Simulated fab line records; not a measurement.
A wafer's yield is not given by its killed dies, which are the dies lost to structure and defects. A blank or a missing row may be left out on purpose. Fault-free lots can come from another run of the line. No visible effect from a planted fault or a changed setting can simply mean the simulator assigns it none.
What tool caused it? + flow gf180mcu + 24 lots with 72 wafers sampled at 6 steps, on a route of 602 steps

== WHAT THE GAUGES SHOWED, per wafer ==
GF_V4_RS_MEAS_24: measurement is done with a four-point probe.
| lot  | measured     | on            | V4_W_RS (ohm/sq)  |
|------|--------------|---------------|-------------------|
| L074 | day 24 11:59 | film-metro-02 | 0.328 0.330 0.333 |
| L075 | day 25 00:06 | film-metro-01 | 0.324 0.330 0.325 |
| L076 | day 25 03:01 | film-metro-02 | 0.329 0.327 0.327 |
| L077 | day 25 14:29 | film-metro-03 | 0.320 0.330 0.315 |
| L078 | day 25 20:22 | film-metro-01 | 0.321 0.330 0.324 |
| L079 | day 25 23:57 | film-metro-02 | 0.323 0.330 0.326 |
| L080 | day 26 10:43 | film-metro-01 | 0.327 0.331 0.332 |
| L081 | day 27 00:01 | film-metro-01 | 0.329 0.331 0.326 |
| L082 | day 27 02:32 | film-metro-03 | 0.313 0.318 0.329 |
| L083 | day 27 11:11 | film-metro-02 | 0.315 0.331 0.316 |
| L084 | day 27 22:30 | film-metro-02 | 0.329 0.335 0.317 |
| L085 | day 28 02:56 | film-metro-03 | 0.328 0.332 0.325 |
| L086 | day 28 12:05 | film-metro-03 | 0.322 0.319 0.334 |
| L087 | day 28 16:17 | film-metro-03 | 0.320 0.334 0.328 |
| L088 | day 29 00:28 | film-metro-03 | 0.319 0.334 0.320 |
| L089 | day 29 05:06 | film-metro-01 | 0.327 0.315 0.330 |
| L090 | day 29 16:35 | film-metro-02 | 0.321 0.331 0.334 |
| L091 | day 30 11:14 | film-metro-02 | 0.318 0.327 0.328 |
| L092 | day 30 12:57 | film-metro-02 | 0.327 0.331 0.329 |
| L093 | day 30 19:12 | film-metro-02 | 0.330 0.335 0.332 |
| L094 | day 30 20:37 | film-metro-02 | 0.320 0.327 0.331 |
| L095 | day 31 00:56 | film-metro-03 | 0.331 0.317 0.328 |
| L097 | day 31 10:48 | film-metro-02 | 0.333 0.331 0.324 |
| L096 | day 31 12:30 | film-metro-02 | 0.333 0.333 0.330 |

== WHAT TOOL EACH LOT RAN ON (gives the tool, then ch and the chambers of the sampled wafers, and finally the start) ==
| lot  | GF_SALICIDE_RTA_08               | GF_CONTACT_SPUTTER_22        | GF_CONTACT_SPUTTER_23        | GF_M2_SPUTTER_04             | GF_V2_SPUTTER_21             |
|------|----------------------------------|------------------------------|------------------------------|------------------------------|------------------------------|
| L074 | rtp-anneal-02 ch 0, day 15 06:40 | pvd-sputter-03, day 16 05:29 | pvd-sputter-03, day 16 05:32 | pvd-sputter-01, day 18 07:41 | pvd-sputter-03, day 20 09:58 |
| L075 | rtp-anneal-01 ch 0, day 15 16:41 | pvd-sputter-03, day 16 15:58 | pvd-sputter-03, day 16 16:02 | pvd-sputter-02, day 18 18:28 | pvd-sputter-04, day 20 20:53 |
| L076 | rtp-anneal-01 ch 0, day 15 21:19 | pvd-sputter-03, day 16 20:13 | pvd-sputter-03, day 16 20:17 | pvd-sputter-01, day 18 23:41 | pvd-sputter-02, day 21 02:30 |
| L077 | rtp-anneal-02 ch 0, day 16 10:56 | pvd-sputter-04, day 17 10:44 | pvd-sputter-04, day 17 10:47 | pvd-sputter-02, day 19 13:41 | pvd-sputter-04, day 21 15:41 |
| L078 | rtp-anneal-01 ch 0, day 16 14:50 | pvd-sputter-02, day 17 14:50 | pvd-sputter-02, day 17 14:53 | pvd-sputter-02, day 19 18:50 | pvd-sputter-04, day 21 20:41 |
| L079 | rtp-anneal-01 ch 0, day 16 19:28 | pvd-sputter-02, day 17 20:16 | pvd-sputter-02, day 17 20:20 | pvd-sputter-02, day 19 23:47 | pvd-sputter-04, day 22 01:41 |
| L080 | rtp-anneal-02 ch 0, day 17 05:39 | pvd-sputter-04, day 18 06:46 | pvd-sputter-04, day 18 06:50 | pvd-sputter-04, day 20 11:11 | pvd-sputter-03, day 22 12:01 |
| L081 | rtp-anneal-02 ch 0, day 17 20:25 | pvd-sputter-03, day 18 21:37 | pvd-sputter-03, day 18 21:41 | pvd-sputter-01, day 21 01:57 | pvd-sputter-03, day 23 02:45 |
| L082 | rtp-anneal-02 ch 0, day 17 22:19 | pvd-sputter-03, day 18 23:34 | pvd-sputter-03, day 18 23:38 | pvd-sputter-01, day 21 04:28 | pvd-sputter-04, day 23 05:29 |
| L083 | rtp-anneal-02 ch 0, day 18 08:07 | pvd-sputter-04, day 19 09:22 | pvd-sputter-04, day 19 09:25 | pvd-sputter-01, day 21 13:57 | pvd-sputter-02, day 23 14:10 |
| L084 | rtp-anneal-02 ch 0, day 18 23:46 | pvd-sputter-02, day 20 01:28 | pvd-sputter-02, day 20 01:32 | pvd-sputter-04, day 22 05:27 | pvd-sputter-03, day 24 05:01 |
| L085 | rtp-anneal-01 ch 0, day 19 04:18 | pvd-sputter-04, day 20 05:31 | pvd-sputter-04, day 20 05:35 | pvd-sputter-02, day 22 08:35 | pvd-sputter-03, day 24 08:21 |
| L086 | rtp-anneal-02 ch 0, day 19 14:30 | pvd-sputter-04, day 20 16:34 | pvd-sputter-04, day 20 16:38 | pvd-sputter-02, day 22 19:08 | pvd-sputter-02, day 24 18:46 |
| L087 | rtp-anneal-02 ch 0, day 19 20:55 | pvd-sputter-02, day 20 22:18 | pvd-sputter-02, day 20 22:22 | pvd-sputter-02, day 23 01:26 | pvd-sputter-03, day 25 00:32 |
| L088 | rtp-anneal-02 ch 0, day 20 07:43 | pvd-sputter-04, day 21 09:17 | pvd-sputter-04, day 21 09:20 | pvd-sputter-04, day 23 11:44 | pvd-sputter-02, day 25 08:46 |
| L089 | rtp-anneal-01 ch 0, day 20 16:34 | pvd-sputter-03, day 21 17:28 | pvd-sputter-03, day 21 17:32 | pvd-sputter-02, day 23 18:29 | pvd-sputter-02, day 25 14:55 |
| L090 | rtp-anneal-02 ch 0, day 21 04:16 | pvd-sputter-02, day 22 05:13 | pvd-sputter-02, day 22 05:17 | pvd-sputter-04, day 24 06:23 | pvd-sputter-04, day 26 04:07 |
| L091 | rtp-anneal-01 ch 0, day 22 04:00 | pvd-sputter-02, day 23 04:25 | pvd-sputter-02, day 23 04:29 | pvd-sputter-04, day 25 04:38 | pvd-sputter-04, day 27 00:24 |
| L092 | rtp-anneal-01 ch 0, day 22 04:18 | pvd-sputter-04, day 23 04:34 | pvd-sputter-04, day 23 04:38 | pvd-sputter-02, day 25 04:48 | pvd-sputter-04, day 27 01:23 |
| L093 | rtp-anneal-01 ch 0, day 22 12:40 | pvd-sputter-03, day 23 12:58 | pvd-sputter-03, day 23 13:02 | pvd-sputter-02, day 25 12:15 | pvd-sputter-03, day 27 08:27 |
| L094 | rtp-anneal-01 ch 0, day 22 15:22 | pvd-sputter-04, day 23 15:40 | pvd-sputter-04, day 23 15:43 | pvd-sputter-01, day 25 14:56 | pvd-sputter-04, day 27 11:25 |
| L095 | rtp-anneal-02 ch 0, day 22 22:43 | pvd-sputter-02, day 23 22:36 | pvd-sputter-02, day 23 22:40 | pvd-sputter-01, day 25 22:59 | pvd-sputter-04, day 27 17:39 |
| L097 | rtp-anneal-02 ch 0, day 23 09:09 | pvd-sputter-04, day 24 09:04 | pvd-sputter-04, day 24 09:08 | pvd-sputter-02, day 26 07:45 | pvd-sputter-03, day 28 02:37 |
| L096 | rtp-anneal-02 ch 0, day 23 11:31 | pvd-sputter-04, day 24 10:37 | pvd-sputter-04, day 24 10:41 | pvd-sputter-01, day 26 09:32 | pvd-sputter-04, day 28 04:16 |
- GF_SALICIDE_RTA_08: time 30 s.
- GF_CONTACT_SPUTTER_22: material Ti, target thk 15 nm, time 80.02 s.
- GF_CONTACT_SPUTTER_23: material TiN, target thk 10 nm, time 40 s.
- GF_M2_SPUTTER_04: material TiN, target thk 50 nm, time 41.7 s.
- GF_V2_SPUTTER_21: material Ti, target thk 15 nm, time 80.02 s.

== WHAT THE TOOLS THEMSELVES READ (means of the sampled wafers that have a number; where no wafer has one, the mark that the record gives instead) ==
GF_SALICIDE_RTA_08.
| lot  | tool          | lamp-power-pct (%) | wafer_temp_C_max |
|------|---------------|--------------------|------------------|
| L074 | rtp-anneal-02 | 17.8               | 803.8            |
| L075 | rtp-anneal-01 | 16.6               | 803.3            |
| L076 | rtp-anneal-01 | 16.6               | 803.3            |
| L077 | rtp-anneal-02 | 17.8               | 803.9            |
| L078 | rtp-anneal-01 | 16.6               | 803.3            |
| L079 | rtp-anneal-01 | 16.6               | 803.4            |
| L080 | rtp-anneal-02 | 17.8               | 802.5            |
| L081 | rtp-anneal-02 | 17.8               | 803.2            |
| L082 | rtp-anneal-02 | 17.8               | 803.0            |
| L083 | rtp-anneal-02 | 17.8               | 802.9            |
| L084 | rtp-anneal-02 | 17.8               | 803.3            |
| L085 | rtp-anneal-01 | 16.6               | 803.6            |
| L086 | rtp-anneal-02 | 17.8               | 803.4            |
| L087 | rtp-anneal-02 | 17.8               | 803.3            |
| L088 | rtp-anneal-02 | 17.8               | 803.2            |
| L089 | rtp-anneal-01 | 16.6               | 803.1            |
| L090 | rtp-anneal-02 | 17.8               | 803.2            |
| L091 | rtp-anneal-01 | 16.6               | 803.3            |
| L092 | rtp-anneal-01 | 16.6               | 803.1            |
| L093 | rtp-anneal-01 | 16.6               | 803.0            |
| L094 | rtp-anneal-01 | 16.6               | 803.1            |
| L095 | rtp-anneal-02 | 17.8               | 802.9            |
| L097 | rtp-anneal-02 | 17.8               | 803.5            |
| L096 | rtp-anneal-02 | 17.8               | 803.1            |

GF_CONTACT_SPUTTER_22.
| lot  | tool           | throttle-valve-pct (%) |
|------|----------------|------------------------|
| L074 | pvd-sputter-03 | 29.6                   |
| L075 | pvd-sputter-03 | 29.1                   |
| L076 | pvd-sputter-03 | 29.6                   |
| L077 | pvd-sputter-04 | 31.3                   |
| L078 | pvd-sputter-02 | 30.5                   |
| L079 | pvd-sputter-02 | 30.1                   |
| L080 | pvd-sputter-04 | 30.8                   |
| L081 | pvd-sputter-03 | 29.7                   |
| L082 | pvd-sputter-03 | 29.0                   |
| L083 | pvd-sputter-04 | 31.3                   |
| L084 | pvd-sputter-02 | 30.5                   |
| L085 | pvd-sputter-04 | 31.0                   |
| L086 | pvd-sputter-04 | 31.5                   |
| L087 | pvd-sputter-02 | 30.4                   |
| L088 | pvd-sputter-04 | 30.4                   |
| L089 | pvd-sputter-03 | 28.4                   |
| L090 | pvd-sputter-02 | 30.2                   |
| L091 | pvd-sputter-02 | 30.5                   |
| L092 | pvd-sputter-04 | 31.0                   |
| L093 | pvd-sputter-03 | 28.4                   |
| L094 | pvd-sputter-04 | 30.4                   |
| L095 | pvd-sputter-02 | 30.1                   |
| L097 | pvd-sputter-04 | 31.9                   |
| L096 | pvd-sputter-04 | 30.9                   |

GF_CONTACT_SPUTTER_23.
| lot  | tool           | throttle-valve-pct (%) |
|------|----------------|------------------------|
| L074 | pvd-sputter-03 | 29.7                   |
| L075 | pvd-sputter-03 | 29.0                   |
| L076 | pvd-sputter-03 | 29.7                   |
| L077 | pvd-sputter-04 | 31.3                   |
| L078 | pvd-sputter-02 | 30.7                   |
| L079 | pvd-sputter-02 | 29.9                   |
| L080 | pvd-sputter-04 | 31.0                   |
| L081 | pvd-sputter-03 | 29.8                   |
| L082 | pvd-sputter-03 | 29.1                   |
| L083 | pvd-sputter-04 | 31.2                   |
| L084 | pvd-sputter-02 | 30.3                   |
| L085 | pvd-sputter-04 | 30.9                   |
| L086 | pvd-sputter-04 | 31.3                   |
| L087 | pvd-sputter-02 | 30.4                   |
| L088 | pvd-sputter-04 | 30.4                   |
| L089 | pvd-sputter-03 | 28.3                   |
| L090 | pvd-sputter-02 | 30.1                   |
| L091 | pvd-sputter-02 | 30.5                   |
| L092 | pvd-sputter-04 | 31.0                   |
| L093 | pvd-sputter-03 | 28.4                   |
| L094 | pvd-sputter-04 | 30.3                   |
| L095 | pvd-sputter-02 | 30.2                   |
| L097 | pvd-sputter-04 | 31.8                   |
| L096 | pvd-sputter-04 | 30.7                   |

GF_M2_SPUTTER_04.
| lot  | tool           | throttle-valve-pct (%) |
|------|----------------|------------------------|
| L074 | pvd-sputter-01 | 31.5                   |
| L075 | pvd-sputter-02 | 30.3                   |
| L076 | pvd-sputter-01 | 30.5                   |
| L077 | pvd-sputter-02 | 30.1                   |
| L078 | pvd-sputter-02 | 30.4                   |
| L079 | pvd-sputter-02 | 30.1                   |
| L080 | pvd-sputter-04 | 31.3                   |
| L081 | pvd-sputter-01 | 30.6                   |
| L082 | pvd-sputter-01 | 29.5                   |
| L083 | pvd-sputter-01 | 30.1                   |
| L084 | pvd-sputter-04 | 31.3                   |
| L085 | pvd-sputter-02 | 30.1                   |
| L086 | pvd-sputter-02 | 29.8                   |
| L087 | pvd-sputter-02 | 30.3                   |
| L088 | pvd-sputter-04 | 31.4                   |
| L089 | pvd-sputter-02 | 30.5                   |
| L090 | pvd-sputter-04 | 30.3                   |
| L091 | pvd-sputter-04 | 30.4                   |
| L092 | pvd-sputter-02 | 29.7                   |
| L093 | pvd-sputter-02 | 30.2                   |
| L094 | pvd-sputter-01 | 30.9                   |
| L095 | pvd-sputter-01 | 30.0                   |
| L097 | pvd-sputter-02 | 29.7                   |
| L096 | pvd-sputter-01 | 29.5                   |

GF_V2_SPUTTER_21.
| lot  | tool           | throttle-valve-pct (%) |
|------|----------------|------------------------|
| L074 | pvd-sputter-03 | 29.1                   |
| L075 | pvd-sputter-04 | 30.4                   |
| L076 | pvd-sputter-02 | 29.9                   |
| L077 | pvd-sputter-04 | 31.0                   |
| L078 | pvd-sputter-04 | 31.6                   |
| L079 | pvd-sputter-04 | 31.4                   |
| L080 | pvd-sputter-03 | 29.1                   |
| L081 | pvd-sputter-03 | 29.6                   |
| L082 | pvd-sputter-04 | 31.4                   |
| L083 | pvd-sputter-02 | 30.3                   |
| L084 | pvd-sputter-03 | 29.7                   |
| L085 | pvd-sputter-03 | 29.6                   |
| L086 | pvd-sputter-02 | 30.1                   |
| L087 | pvd-sputter-03 | 29.1                   |
| L088 | pvd-sputter-02 | 30.2                   |
| L089 | pvd-sputter-02 | 30.1                   |
| L090 | pvd-sputter-04 | 31.4                   |
| L091 | pvd-sputter-04 | 30.4                   |
| L092 | pvd-sputter-04 | 30.3                   |
| L093 | pvd-sputter-03 | 29.1                   |
| L094 | pvd-sputter-04 | 30.4                   |
| L095 | pvd-sputter-04 | 30.7                   |
| L097 | pvd-sputter-03 | 28.4                   |
| L096 | pvd-sputter-04 | 31.5                   |

== THE ANSWER, worked out from the rows above alone ==
Rule: the usual values come from the lots themselves. The widest of any qualifying gaps counts: lots, ordered by their means at a reading, are off when they make up no more than a third of the lots, leave a main group of 4 or more, and stand apart from it by 3 or more times the standard deviation of that group's means. If all means in a main group match to the digits the tables above print for the reading, that group is not used. Also off: a lot with no number at a reading for which 4 or more lots have one. Where the step has rows for the other lots, those lots are counted as sound. The gauges are gone through in route order, then the tools' own readings, and for those a lot's mean is taken as printed above. At the first step where some lot is off, the reading lying furthest off is the one used; lots without a number count as furthest.
No lot is off on any of the readings shown, so nothing can be concluded from this.

== WHAT THE SIMULATOR HAD PUT IN ==
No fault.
